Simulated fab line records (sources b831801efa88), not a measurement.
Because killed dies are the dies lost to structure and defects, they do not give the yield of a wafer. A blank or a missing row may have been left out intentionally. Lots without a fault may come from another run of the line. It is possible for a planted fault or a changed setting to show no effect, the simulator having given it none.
Which of the tools did it? ; flow sky130 ; 36 wafers from 12 lots sampled at 4 of the route's 708 steps

## WHAT EACH GAUGE READ, for each wafer
SKY_CONTACT_CD_MEAS_14: target cd 170 nm. Usual: cd-nm at 170.1 nm, with a standard deviation of 1.5.
lot;measured;on;cd-nm (nm);flag
L801;day 31 18:25;cd-sem-01;171.9 170.2 170.8;
L804;day 32 13:09;cd-sem-01;169.6 168.8 168.1;
L806;day 33 06:45;cd-sem-02;169.6 169.7 168.7;
L808;day 34 02:41;cd-sem-02;169.3 170.7 169.9;
L809;day 34 11:16;cd-sem-01;170.8 170.8 170.0;
L812;day 35 07:57;cd-sem-02;167.8 168.6 168.0;
L813;day 35 11:44;cd-sem-01;169.7 168.4 169.4;
L818;day 37 06:30;cd-sem-01;144.1 140.2 123.8;OFF
L819;day 37 13:26;cd-sem-02;154.8 139.6 160.1;OFF
L821;day 38 02:51;cd-sem-01;168.0 168.4 168.7;
L822;day 38 04:01;cd-sem-01;169.3 170.0 169.0;
L824;day 38 13:27;cd-sem-01;168.7 171.0 170.5;

SKY_CONTACT_OVL_MEAS_15. Usual: CONTACT_OVL -1 nm, standard deviation 5.5.
lot;measured;on;CONTACT_OVL (nm);flag
L801;day 31 18:32;overlay-02;1 -6 -10;
L804;day 32 13:16;overlay-01;-12 -12 -5;
L806;day 33 06:52;overlay-02;8 3 9;
L808;day 34 02:47;overlay-01;4 2 4;
L809;day 34 11:23;overlay-01;-2 4 7;
L812;day 35 08:04;overlay-02;5 -2 0;
L813;day 35 11:50;overlay-01;2 2 2;
L818;day 37 06:37;overlay-02;7 4 -4;
L819;day 37 13:32;overlay-02;8 1 -7;
L821;day 38 02:58;overlay-02;1 0 5;
L822;day 38 04:08;overlay-01;-10 -4 -7;
L824;day 38 13:32;overlay-01;-2 -2 -7;

## WHICH TOOL RAN EACH LOT (tool, then ch and the chambers of the sampled wafers, then the start)
lot;SKY_LOCAL_INTERCONNECT_STRIP_15;SKY_CONTACT_EXPOSE_11
L801;plasma-asher-03 ch 0,1, day 30 13:43;krf-scanner-01 ch 0, day 31 05:04
L804;plasma-asher-01 ch 0,1, day 31 08:42;krf-scanner-01 ch 0, day 32 00:40
L806;plasma-asher-01 ch 0, day 32 02:21;krf-scanner-01 ch 0, day 32 16:47
L808;plasma-asher-04 ch 0,1, day 32 23:22;krf-scanner-02 ch 0, day 33 14:09
L809;plasma-asher-01 ch 0,1, day 33 07:21;krf-scanner-01 ch 0, day 33 21:25
L812;plasma-asher-04 ch 0,1, day 34 04:43;krf-scanner-01 ch 0, day 34 19:24
L813;plasma-asher-04 ch 0, day 34 08:46;krf-scanner-02 ch 0, day 34 22:40
L818;plasma-asher-01 ch 0,1, day 36 02:34;krf-scanner-01 ch 0, day 36 17:38
L819;plasma-asher-03 ch 0,1, day 36 10:26;krf-scanner-01 ch 0, day 37 00:23
L821;plasma-asher-04 ch 0,1, day 37 00:16;krf-scanner-02 ch 0, day 37 14:56
L822;plasma-asher-01 ch 0,1, day 37 02:11;krf-scanner-02 ch 0, day 37 15:54
L824;plasma-asher-03 ch 0,1, day 37 10:34;krf-scanner-02 ch 0, day 38 01:38
- SKY_LOCAL_INTERCONNECT_STRIP_15: strips in O2/N2.
- SKY_CONTACT_EXPOSE_11: exposes mask CTM1, target cd 170 nm.

## AS READ BY THE TOOLS THEMSELVES (means over the sampled wafers that have a number; for cases with no such wafer, the mark the record gives instead)
SKY_LOCAL_INTERCONNECT_STRIP_15. Usual: drypump-motor-current-A 5.8 A, standard deviation 0.57; o2-flow-sccm 3000 sccm, standard deviation 8; oes-product-au 0.426 a.u., standard deviation 0.005; strip-time-to-endpoint-s 4.712 s, standard deviation 0.021.
lot;tool;drypump-motor-current-A (A);o2-flow-sccm (sccm);oes-product-au (a.u.);strip-time-to-endpoint-s (s);flag
L801;plasma-asher-03;6.5;2998;0.425;4.721;
L804;plasma-asher-01;5.7;2996;0.427;4.719;
L806;plasma-asher-01;5.4;3000;0.427;4.695;
L808;plasma-asher-04;5.1;2997;0.428;4.730;
L809;plasma-asher-01;5.7;3002;0.427;4.718;
L812;plasma-asher-04;5.1;3004;0.423;4.726;
L813;plasma-asher-04;5.0;3005;0.428;4.709;
L818;plasma-asher-01;6.0;2989;0.426;4.714;
L819;plasma-asher-03;6.1;2992;0.423;4.721;
L821;plasma-asher-04;5.1;2999;0.427;4.701;
L822;plasma-asher-01;5.7;3003;0.429;4.686;
L824;plasma-asher-03;6.1;3006;0.430;4.742;

## THE ANSWER, worked out from the rows above alone
Rule: take the mean of a lot's wafers that have a number; if it is more than 3 standard deviations from the usual mean, the lot is off. A lot without any number at a reading at which 4 lots or more have one is off too. The other lots that the step has rows for count as sound. First the gauges in route order, then the tools' own readings, where a lot's mean is used as printed above. At the first step where some lot is off, the reading lying furthest off is the one used; lots without a number count as furthest.
Off, at SKY_CONTACT_CD_MEAS_14 on cd-nm: L818, L819.
If a tool, at a process step before that reading, ran all the lots that are off and no sound lot after the first of them, it fits. Gauges at SKY_CONTACT_CD_MEAS_14: tried the same way as those tools. One candidate fits, namely krf-scanner-01 at SKY_CONTACT_EXPOSE_11. A fault onset in the window from L812 (day 34 19:24, its last sound lot) to L818 (day 36 17:38, its first lot off) fits.

## WHAT THE SIMULATOR HAD INSERTED
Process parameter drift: krf-scanner-01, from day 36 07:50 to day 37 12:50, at SKY_CONTACT_EXPOSE_11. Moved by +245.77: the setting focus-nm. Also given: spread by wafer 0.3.
Shown lots that were struck: L818, L819. The rule above found the same.
